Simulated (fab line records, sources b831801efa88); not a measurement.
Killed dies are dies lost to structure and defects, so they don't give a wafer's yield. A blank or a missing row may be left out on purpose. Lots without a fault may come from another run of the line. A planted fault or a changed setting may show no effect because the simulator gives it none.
Which tool did it? | flow gf180mcu | 14 lots, 42 wafers sampled, at 7 steps of a route of 602

WHAT THE GAUGES READ, wafer by wafer
GF_VT_IMPLANT_RS_MEAS_49: measures by four-point-probe. Usual: MVPSD_RS 1169 ohm/sq, standard deviation 3.7.
lot  | measured     | on            | MVPSD_RS (ohm/sq) | flag
L264 | day 7 23:46  | film_metro-02 | 1163 1167 1171    |
L263 | day 8 01:34  | film_metro-02 | 1169 1168 1170    |
L266 | day 8 12:20  | film_metro-01 | 1170 1167 1166    |
L268 | day 8 22:10  | film_metro-01 | 1170 1167 1170    |
L269 | day 9 03:44  | film_metro-03 | 1175 1173 1174    |
L270 | day 9 13:44  | film_metro-03 | 1165 1163 1164    |
L271 | day 9 14:41  | film_metro-03 | 1171 1174 1172    |
L278 | day 11 21:28 | film_metro-02 | 1171 1172 1169    |
L279 | day 11 23:08 | film_metro-01 | 1172 1173 1170    |
L280 | day 12 22:41 | film_metro-01 | 1171 1170 1167    |
L282 | day 13 09:30 | film_metro-01 | 1167 1171 1166    |
L284 | day 13 21:22 | film_metro-03 | 1166 1167 1168    |
L283 | day 13 22:43 | film_metro-03 | 1172 1169 1174    |
L286 | day 14 17:13 | film_metro-01 | 1160 1162 1163    |

GF_POLY_GATE_CD_MEAS_18. Usual: cd_nm 280.8 nm, standard deviation 1.8.
lot  | measured     | on        | cd_nm (nm)        | flag
L264 | day 9 16:29  | cd_sem-02 | 282.6 283.1 281.9 |
L263 | day 9 19:05  | cd_sem-01 | 278.2 276.4 276.9 |
L266 | day 10 08:14 | cd_sem-01 | 279.3 280.9 281.6 |
L268 | day 10 17:09 | cd_sem-01 | - - -             | OFF
L269 | day 10 23:50 | cd_sem-01 | - - -             | OFF
L270 | day 11 08:26 | cd_sem-02 | 278.5 277.2 277.4 |
L271 | day 11 12:58 | cd_sem-01 | 284.1 284.1 282.2 |
L278 | day 13 21:52 | cd_sem-02 | 283.0 282.9 281.7 |
L279 | day 14 01:52 | cd_sem-01 | 282.4 280.0 281.5 |
L280 | day 14 23:50 | cd_sem-02 | 281.1 280.1 280.6 |
L282 | day 15 09:46 | cd_sem-01 | 280.1 280.8 282.4 |
L284 | day 15 23:26 | cd_sem-01 | 281.2 281.6 278.7 |
L283 | day 16 03:14 | cd_sem-02 | 283.2 281.6 281.1 |
L286 | day 16 18:17 | cd_sem-02 | 281.3 280.6 279.4 |

GF_HV_LDD_OVL_MEAS_20. Usual: HV_LDD_01_OVL 0.9 nm, standard deviation 1.
lot  | measured     | on         | HV_LDD_01_OVL (nm) | flag
L264 | day 11 05:06 | overlay-01 | 0.8 0.8 1.2        |
L263 | day 11 07:44 | overlay-02 | 1.4 0.6 1.3        |
L266 | day 11 20:59 | overlay-01 | 1.6 0.2 2.5        |
L270 | day 12 22:43 | overlay-01 | 1.1 -0.4 1.9       |
L271 | day 13 03:53 | overlay-01 | 1.3 1.6 0.7        |
L278 | day 15 15:38 | overlay-01 | 2.0 2.4 3.0        |
L279 | day 15 21:16 | overlay-02 | -0.4 0.6 -0.1      |
L280 | day 16 20:07 | overlay-01 | 0.5 1.3 1.5        |
L282 | day 17 06:37 | overlay-01 | 0.1 -0.5 0.2       |
L284 | day 17 20:22 | overlay-02 | 1.6 2.2 1.8        |
L283 | day 18 01:43 | overlay-02 | -1.0 0.8 0.8       |
L286 | day 18 16:19 | overlay-01 | 1.7 1.9 1.3        |

WHICH TOOL RAN EACH LOT (tool, then ch and the chambers of the sampled wafers, then the start)
lot  | GF_VT_IMPLANT_RTA_45             | GF_POLY_GATE_ETCH_12               | GF_POLY_GATE_ETCH_13             | GF_POLY_GATE_STRIP_14
L264 | rtp_anneal-01 ch 0, day 7 23:18  | rie_diel-03 ch 1,2,3, day 9 14:04  | rie_si-01 ch 0,1, day 9 14:07    | plasma_asher-02 ch 0,1, day 9 14:13
L263 | rtp_anneal-02 ch 0, day 8 01:06  | rie_diel-01 ch 2,3, day 9 15:58    | rie_si-02 ch 1,2,3, day 9 16:01  | plasma_asher-04 ch 1, day 9 16:04
L266 | rtp_anneal-01 ch 0, day 8 11:53  | rie_diel-02 ch 0,1,3, day 10 06:11 | rie_si-02 ch 0,1,2, day 10 06:14 | plasma_asher-02 ch 0,1, day 10 06:18
L268 | rtp_anneal-02 ch 0, day 8 21:42  | rie_diel-03 ch 0,2,3, day 10 14:55 | rie_si-02 ch 2,3, day 10 14:58   | plasma_asher-04 ch 0,1, day 10 15:01
L269 | rtp_anneal-01 ch 0, day 9 03:17  | rie_diel-02 ch 1,3, day 10 22:16   | rie_si-01 ch 0,1,2, day 10 22:19 | plasma_asher-03 ch 0,1, day 10 22:22
L270 | rtp_anneal-02 ch 0, day 9 13:17  | rie_diel-03 ch 0,2,3, day 11 06:52 | rie_si-02 ch 1,2,3, day 11 06:55 | plasma_asher-02 ch 0,1, day 11 06:58
L271 | rtp_anneal-01 ch 0, day 9 14:13  | rie_diel-02 ch 1,3, day 11 10:31   | rie_si-01 ch 0,2,3, day 11 10:34 | plasma_asher-02 ch 0,1, day 11 10:39
L278 | rtp_anneal-01 ch 0, day 11 21:00 | rie_diel-01 ch 0,1, day 13 20:12   | rie_si-01 ch 0,3, day 13 20:16   | plasma_asher-02 ch 0,1, day 13 20:20
L279 | rtp_anneal-02 ch 0, day 11 22:41 | rie_diel-01 ch 1,2, day 13 22:59   | rie_si-01 ch 0,1,3, day 13 23:02 | plasma_asher-02 ch 0,1, day 13 23:05
L280 | rtp_anneal-02 ch 0, day 12 22:13 | rie_diel-03 ch 0,2, day 14 22:09   | rie_si-01 ch 0,1, day 14 22:13   | plasma_asher-04 ch 0,1, day 14 22:17
L282 | rtp_anneal-01 ch 0, day 13 09:02 | rie_diel-02 ch 0,1,2, day 15 08:09 | rie_si-01 ch 1,2,3, day 15 08:12 | plasma_asher-03 ch 0,1, day 15 08:16
L284 | rtp_anneal-01 ch 0, day 13 20:54 | rie_diel-02 ch 0,2,3, day 15 20:25 | rie_si-02 ch 0,1,2, day 15 20:28 | plasma_asher-02 ch 1, day 15 20:32
L283 | rtp_anneal-02 ch 0, day 13 22:14 | rie_diel-02 ch 0,1,2, day 15 23:56 | rie_si-01 ch 0,2,3, day 15 23:59 | plasma_asher-03 ch 0,1, day 16 00:02
L286 | rtp_anneal-01 ch 0, day 14 16:45 | rie_diel-03 ch 1,2, day 16 16:43   | rie_si-01 ch 1,2,3, day 16 16:46 | plasma_asher-04 ch 0,1, day 16 16:49
- GF_VT_IMPLANT_RTA_45: time 30 s.
- GF_POLY_GATE_ETCH_12: etches BARC in N2/H2.
- GF_POLY_GATE_ETCH_13: etches poly-Si in HBr/Cl2, stops on SiO2, target depth 198.5 nm, time 69.6 s.
- GF_POLY_GATE_STRIP_14: strips in O2/N2.

WHAT THE TOOLS THEMSELVES READ (means of the sampled wafers that have a number; where no wafer has one, the mark that the record gives instead)
GF_VT_IMPLANT_RTA_45. Usual: lamp_power_pct 41.2 %, standard deviation 2.3; wafer_temp_C_max 1054.1, standard deviation 0.88.
lot  | tool          | lamp_power_pct (%) | wafer_temp_C_max | flag
L264 | rtp_anneal-01 | 43.3               | 1054.0           |
L263 | rtp_anneal-02 | 38.7               | 1053.5           |
L266 | rtp_anneal-01 | 43.3               | 1053.7           |
L268 | rtp_anneal-02 | 38.6               | 1054.9           |
L269 | rtp_anneal-01 | 43.3               | 1054.4           |
L270 | rtp_anneal-02 | 38.6               | 1054.1           |
L271 | rtp_anneal-01 | 43.3               | 1053.3           |
L278 | rtp_anneal-01 | 43.3               | 1053.1           |
L279 | rtp_anneal-02 | 38.6               | 1054.0           |
L280 | rtp_anneal-02 | 38.6               | 1054.0           |
L282 | rtp_anneal-01 | 43.3               | 1053.4           |
L284 | rtp_anneal-01 | 43.3               | 1054.2           |
L283 | rtp_anneal-02 | 38.6               | 1054.6           |
L286 | rtp_anneal-01 | 43.3               | 1053.3           |

GF_POLY_GATE_ETCH_12. Usual: bias_w 100.0 W, standard deviation 0.32; chamber_pressure_mTorr 30.000 mTorr, standard deviation 0.029; drypump_motor_current_A 5.6 A, standard deviation 0.61; oes_product_au 0.734 a.u., standard deviation 0.0045; rf_fwd_power_W 494.6 W, standard deviation 2; throttle_valve_pct 13.213 %, standard deviation 0.0088.
lot  | tool        | bias_w (W) | chamber_pressure_mTorr (mTorr) | drypump_motor_current_A (A) | oes_product_au (a.u.) | rf_fwd_power_W (W) | throttle_valve_pct (%) | flag
L264 | rie_diel-03 | 100.2      | 30.015                         | 5.7                         | 0.734                 | 494.6              | 13.212                 |
L263 | rie_diel-01 | 100.1      | 29.972                         | 5.1                         | 0.738                 | 493.4              | 13.218                 |
L266 | rie_diel-02 | 100.2      | 29.987                         | 5.4                         | 0.737                 | 495.2              | 13.207                 |
L268 | rie_diel-03 | -          | -                              | -                           | -                     | -                  | -                      | OFF
L269 | rie_diel-02 | -          | -                              | -                           | -                     | -                  | -                      | OFF
L270 | rie_diel-03 | 100.1      | 30.000                         | 5.1                         | 0.741                 | 495.4              | 13.212                 |
L271 | rie_diel-02 | 100.0      | 30.000                         | 5.0                         | 0.734                 | 495.7              | 13.201                 |
L278 | rie_diel-01 | 100.1      | 30.007                         | 6.2                         | 0.731                 | 492.4              | 13.212                 |
L279 | rie_diel-01 | 100.1      | 30.027                         | 5.9                         | 0.732                 | 492.7              | 13.214                 |
L280 | rie_diel-03 | 99.7       | 30.008                         | 5.1                         | 0.738                 | 493.3              | 13.208                 |
L282 | rie_diel-02 | 100.0      | 30.028                         | 5.5                         | 0.736                 | 497.5              | 13.218                 |
L284 | rie_diel-02 | 100.0      | 30.005                         | 5.7                         | 0.738                 | 496.7              | 13.218                 |
L283 | rie_diel-02 | 99.9       | 30.011                         | 5.5                         | 0.735                 | 497.6              | 13.215                 |
L286 | rie_diel-03 | 100.1      | 29.992                         | 6.3                         | 0.740                 | 496.3              | 13.217                 |

GF_POLY_GATE_ETCH_13. Usual: HBr_flow_sccm 150.0 sccm, standard deviation 0.43; bias_w 100.0 W, standard deviation 0.31; chamber_pressure_mTorr 10.000 mTorr, standard deviation 0.0092; drypump_motor_current_A 5.5 A, standard deviation 0.55; oes_product_au 0.993 a.u., standard deviation 0.0089; rf_fwd_power_W 396.9 W, standard deviation 1.4; throttle_valve_pct 33.684 %, standard deviation 0.0093.
lot  | tool      | HBr_flow_sccm (sccm) | bias_w (W) | chamber_pressure_mTorr (mTorr) | drypump_motor_current_A (A) | oes_product_au (a.u.) | rf_fwd_power_W (W) | throttle_valve_pct (%) | flag
L264 | rie_si-01 | 149.5                | 100.2      | 9.997                          | 5.6                         | 0.999                 | 397.0              | 33.681                 |
L263 | rie_si-02 | 150.0                | 100.2      | 10.001                         | 5.4                         | 1.002                 | 395.8              | 33.683                 |
L266 | rie_si-02 | 150.0                | 100.1      | 10.007                         | 5.3                         | 0.993                 | 396.3              | 33.680                 |
L268 | rie_si-02 | 149.7                | 100.1      | 9.997                          | 5.5                         | 0.276                 | 395.5              | 33.675                 | OFF
L269 | rie_si-01 | 150.0                | 99.9       | 9.997                          | 5.9                         | 0.269                 | 396.2              | 33.682                 | OFF
L270 | rie_si-02 | 149.9                | 99.8       | 9.995                          | 5.4                         | 0.998                 | 397.5              | 33.688                 |
L271 | rie_si-01 | 149.8                | 100.2      | 9.995                          | 5.9                         | 0.986                 | 396.4              | 33.687                 |
L278 | rie_si-01 | 150.3                | 100.0      | 9.999                          | 5.7                         | 0.993                 | 398.6              | 33.682                 |
L279 | rie_si-01 | 150.2                | 100.2      | 9.997                          | 5.3                         | 0.988                 | 397.2              | 33.686                 |
L280 | rie_si-01 | 150.5                | 100.0      | 9.993                          | 5.6                         | 0.992                 | 397.5              | 33.682                 |
L282 | rie_si-01 | 149.9                | 99.8       | 10.007                         | 5.6                         | 1.002                 | 397.6              | 33.683                 |
L284 | rie_si-02 | 150.3                | 99.8       | 10.000                         | 5.3                         | 0.989                 | 397.7              | 33.676                 |
L283 | rie_si-01 | 149.5                | 100.0      | 10.004                         | 5.9                         | 0.983                 | 398.4              | 33.695                 |
L286 | rie_si-01 | 150.3                | 99.7       | 10.002                         | 5.6                         | 0.988                 | 397.5              | 33.685                 |

GF_POLY_GATE_STRIP_14. Usual: chamber_pressure_mTorr 1499.8 mTorr, standard deviation 1.5; drypump_motor_current_A 5.8 A, standard deviation 0.37; heater_power_w 331 W, standard deviation 37; oes_product_au 0.505 a.u., standard deviation 0.0049.
lot  | tool            | chamber_pressure_mTorr (mTorr) | drypump_motor_current_A (A) | heater_power_w (W) | oes_product_au (a.u.) | flag
L264 | plasma_asher-02 | 1500.2                         | 5.4                         | 315                | 0.502                 |
L263 | plasma_asher-04 | 1499.0                         | 5.7                         | 404                | 0.508                 |
L266 | plasma_asher-02 | 1500.5                         | 5.4                         | 319                | 0.504                 |
L268 | plasma_asher-04 | 1499.9                         | 5.7                         | 374                | 0.527                 | OFF
L269 | plasma_asher-03 | 1499.5                         | 6.3                         | 309                | 0.523                 | OFF
L270 | plasma_asher-02 | 1500.1                         | 5.4                         | 314                | 0.504                 |
L271 | plasma_asher-02 | 1500.6                         | 5.6                         | 330                | 0.503                 |
L278 | plasma_asher-02 | 1501.6                         | 5.4                         | 321                | 0.505                 |
L279 | plasma_asher-02 | 1500.1                         | 5.4                         | 317                | 0.504                 |
L280 | plasma_asher-04 | 1499.2                         | 5.7                         | 339                | 0.510                 |
L282 | plasma_asher-03 | 1499.6                         | 6.4                         | 302                | 0.503                 |
L284 | plasma_asher-02 | 1500.0                         | 5.8                         | 327                | 0.502                 |
L283 | plasma_asher-03 | 1499.5                         | 6.3                         | 305                | 0.506                 |
L286 | plasma_asher-04 | 1499.0                         | 5.7                         | 378                | 0.508                 |

THE ANSWER, worked out from the rows above alone
Rule: a lot is off if the mean of its wafers that have a number lies more than 3 standard deviations from the usual mean. A lot without any number at a reading at which 4 lots or more have one is off too. The other lots that the step has rows for count as sound. The gauges are gone through in route order, then the tools' own readings, and for those a lot's mean is taken as printed above. The first step at which some lot is off is used, and at that step the reading that is off furthest; a lot without a number counts as furthest.
Off: L268, L269, at GF_POLY_GATE_CD_MEAS_18 (cd_nm). Without a number there: L268, L269.
A tool fits if, at a process step before that reading, it ran every lot that is off, and no sound lot after the first of them. The gauges at GF_POLY_GATE_CD_MEAS_18 aren't tried: what is off there is off at GF_POLY_GATE_ETCH_12 too, on other tools, and a gauge's error can't cause that. None of those tried fits.

WHAT THE SIMULATOR HAD PUT IN
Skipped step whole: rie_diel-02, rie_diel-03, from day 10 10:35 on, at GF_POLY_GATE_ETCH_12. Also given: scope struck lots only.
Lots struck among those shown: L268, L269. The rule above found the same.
